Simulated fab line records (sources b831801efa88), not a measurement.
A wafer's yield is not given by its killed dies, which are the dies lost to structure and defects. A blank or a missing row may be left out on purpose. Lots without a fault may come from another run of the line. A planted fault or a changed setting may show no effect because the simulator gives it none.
Which tool did it? ; flow gf180mcu ; 12 lots with 36 wafers sampled at 5 steps, on a route of 602 steps

== WHAT EACH GAUGE READ, for each wafer ==
GF_V2_BOW_MEAS_05.
lot;measured;on;V2_BOW (um)
L836;day 19 03:38;film-metro-02;94 87 87
L839;day 20 11:21;film-metro-01;89 100 113
L841;day 21 03:25;film-metro-04;100 84 101
L842;day 21 23:34;film-metro-02;105 114 102
L843;day 22 00:43;film-metro-04;104 100 92
L845;day 22 19:14;film-metro-02;104 80 84
L846;day 23 06:05;film-metro-02;109 95 95
L847;day 23 09:23;film-metro-04;102 106 99
L849;day 23 23:49;film-metro-01;106 102 109
L854;day 25 16:32;film-metro-02;101 112 103
L857;day 26 14:34;film-metro-04;120 104 98
L859;day 27 05:37;film-metro-04;113 102 120

GF_V3_THK_MEAS_03.
lot;measured;on;V3_CVD_02_THK (nm)
L836;day 21 06:50;film-metro-01;834 841 851
L839;day 22 14:07;film-metro-02;830 844 838
L841;day 23 05:02;film-metro-02;852 847 852
L842;day 24 00:23;film-metro-01;833 856 845
L843;day 24 00:46;film-metro-02;833 853 842
L845;day 24 18:16;film-metro-03;844 843 870
L846;day 25 05:37;film-metro-03;840 850 852
L847;day 25 08:39;film-metro-01;845 867 851
L849;day 25 21:56;film-metro-01;825 832 825
L854;day 27 12:38;film-metro-02;830 843 840
L857;day 28 09:28;film-metro-03;841 859 876
L859;day 28 23:50;film-metro-02;852 877 851

== WHAT TOOL EACH LOT RAN ON (gives the tool, then ch and the chambers of the sampled wafers, and finally the start) ==
lot;GF_VT_IMPLANT_COAT_13;GF_VT_IMPLANT_STRIP_20;GF_V1_ETCH_16
L836;litho-track-01 ch 0, day 5 23:11;plasma-asher-04 ch 0,1, day 6 06:58;rie-diel-03 ch 0,2,3, day 18 00:37
L839;litho-track-03 ch 0, day 6 15:46;plasma-asher-02 ch 0,1, day 6 23:38;rie-diel-03 ch 1,2,3, day 19 07:19
L841;litho-track-01 ch 0, day 7 03:59;plasma-asher-01 ch 0,1, day 7 12:16;rie-diel-01 ch 0,1,3, day 20 00:22
L842;litho-track-01 ch 0, day 7 12:00;plasma-asher-04 ch 0,1, day 7 20:34;rie-diel-04 ch 0,1,2, day 20 20:55
L843;litho-track-03 ch 0, day 7 16:19;plasma-asher-04 ch 0,1, day 8 01:01;rie-diel-01 ch 1,2, day 20 22:20
L845;litho-track-01 ch 0, day 8 06:05;plasma-asher-01 ch 0,1, day 8 14:22;rie-diel-01 ch 1,2,3, day 21 17:21
L846;litho-track-04 ch 0, day 8 11:43;plasma-asher-01 ch 0, day 8 20:29;rie-diel-03 ch 0,2, day 22 04:00
L847;litho-track-01 ch 0, day 8 18:45;plasma-asher-04 ch 0,1, day 9 03:28;rie-diel-01 ch 0,2,3, day 22 07:21
L849;litho-track-04 ch 0, day 9 06:40;plasma-asher-01 ch 0,1, day 9 15:43;rie-diel-03 ch 0,1,3, day 22 22:06
L854;litho-track-01 ch 0, day 10 15:18;plasma-asher-01 ch 0,1, day 11 00:10;rie-diel-01 ch 0,1,3, day 24 15:46
L857;litho-track-01 ch 0, day 11 09:19;plasma-asher-01 ch 0,1, day 11 18:46;rie-diel-01 ch 0,1,3, day 25 14:45
L859;litho-track-03 ch 0, day 11 22:53;plasma-asher-04 ch 0,1, day 12 08:34;rie-diel-04 ch 1,3, day 26 05:58
- GF_VT_IMPLANT_COAT_13: resist thk 1000 nm.
- GF_VT_IMPLANT_STRIP_20: strips in O2/N2.
- GF_V1_ETCH_16: etches BARC in N2/H2.

== AS READ BY THE TOOLS THEMSELVES (means over the sampled wafers that have a number; for cases with no such wafer, the mark the record gives instead) ==
GF_VT_IMPLANT_COAT_13.
lot;tool;chill-plate-temp-C (C);exhaust-pa (Pa);spin-speed-rpm (rpm)
L836;litho-track-01;22.93;44.6;3000.5
L839;litho-track-03;22.84;45.8;2997.3
L841;litho-track-01;22.96;45.0;2999.0
L842;litho-track-01;23.01;45.1;2999.9
L843;litho-track-03;23.05;44.6;2997.0
L845;litho-track-01;22.96;44.0;2998.3
L846;litho-track-04;23.06;45.2;2997.5
L847;litho-track-01;22.94;45.8;2997.5
L849;litho-track-04;23.08;43.5;3000.2
L854;litho-track-01;22.91;44.9;3127.6
L857;litho-track-01;23.01;45.9;3129.4
L859;litho-track-03;23.13;45.8;3001.1

GF_VT_IMPLANT_STRIP_20.
lot;tool;drypump-motor-current-A (A);heater-power-w (W);oes-product-au (a.u.);platen-temp-c (C);strip-time-to-endpoint-s (s)
L836;plasma-asher-04;5.3;280;0.717;249.99;12.69
L839;plasma-asher-02;5.7;301;0.718;250.24;12.62
L841;plasma-asher-01;5.8;328;0.714;250.06;12.66
L842;plasma-asher-04;5.5;314;0.717;250.04;12.65
L843;plasma-asher-04;5.3;286;0.718;250.04;12.62
L845;plasma-asher-01;6.0;337;0.716;249.92;12.63
L846;plasma-asher-01;5.5;321;0.711;250.29;12.59
L847;plasma-asher-04;5.3;283;0.713;250.02;12.64
L849;plasma-asher-01;5.8;331;0.717;250.04;12.62
L854;plasma-asher-01;5.8;329;0.715;250.06;12.41
L857;plasma-asher-01;5.9;330;0.711;250.24;12.41
L859;plasma-asher-04;5.3;281;0.718;249.98;12.67

GF_V1_ETCH_16.
lot;tool;drypump-motor-current-A (A);oes-product-au (a.u.);throttle-valve-pct (%)
L836;rie-diel-03;5.87;0.853;13.228
L839;rie-diel-03;5.78;0.852;13.224
L841;rie-diel-01;5.68;0.854;13.228
L842;rie-diel-04;5.57;0.852;13.229
L843;rie-diel-01;5.95;0.855;13.225
L845;rie-diel-01;5.79;0.858;13.228
L846;rie-diel-03;5.77;0.860;13.229
L847;rie-diel-01;5.68;0.855;13.229
L849;rie-diel-03;5.66;0.857;13.224
L854;rie-diel-01;5.67;0.855;13.220
L857;rie-diel-01;5.67;0.856;13.229
L859;rie-diel-04;5.84;0.855;13.226

== THE ANSWER, worked out from the rows above alone ==
Rule: usual is defined by the lots themselves. The widest of any qualifying gaps counts: lots, ordered by their means at a reading, are off when they make up no more than a third of the lots, leave a main group of 4 or more, and stand apart from it by 3 or more times the standard deviation of that group's means. If all means in a main group match to the digits the tables above print for the reading, that group is not used. Also off: a lot with no number at a reading for which 4 or more lots have one. Any other lot the step has rows for is counted as sound. After the gauges, taken in route order, come the tools' own readings; for these a lot's mean is taken, as printed above. At the first step where some lot is off, the reading lying furthest off is the one used; lots without a number count as furthest.
Off: L854, L857 (GF_VT_IMPLANT_COAT_13, spin-speed-rpm). Main group: mean 2998.8 rpm, sd 1.4.
If a tool, at that step or one of the process steps before it, ran each lot that is off and ran no sound lot following the first of them, it fits. One fits: GF_VT_IMPLANT_COAT_13 on litho-track-01. A fault onset in the window from L847 (day 8 18:45, its last sound lot) to L854 (day 10 15:18, its first lot off) fits.
On the lots that are off, the tool's own readings at GF_VT_IMPLANT_COAT_13 differ by more than 5 times the standard deviation of the sound lots' means, which bears it out; spin-speed-rpm reads 3128.5 rpm there versus 2998.8 rpm on the sound lots.

== WHAT THE SIMULATOR HAD INSERTED ==
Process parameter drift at GF_VT_IMPLANT_COAT_13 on litho-track-01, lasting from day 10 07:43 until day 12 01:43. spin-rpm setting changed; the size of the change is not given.
Shown lots that were struck: L854, L857. The rule above reached the same finding.
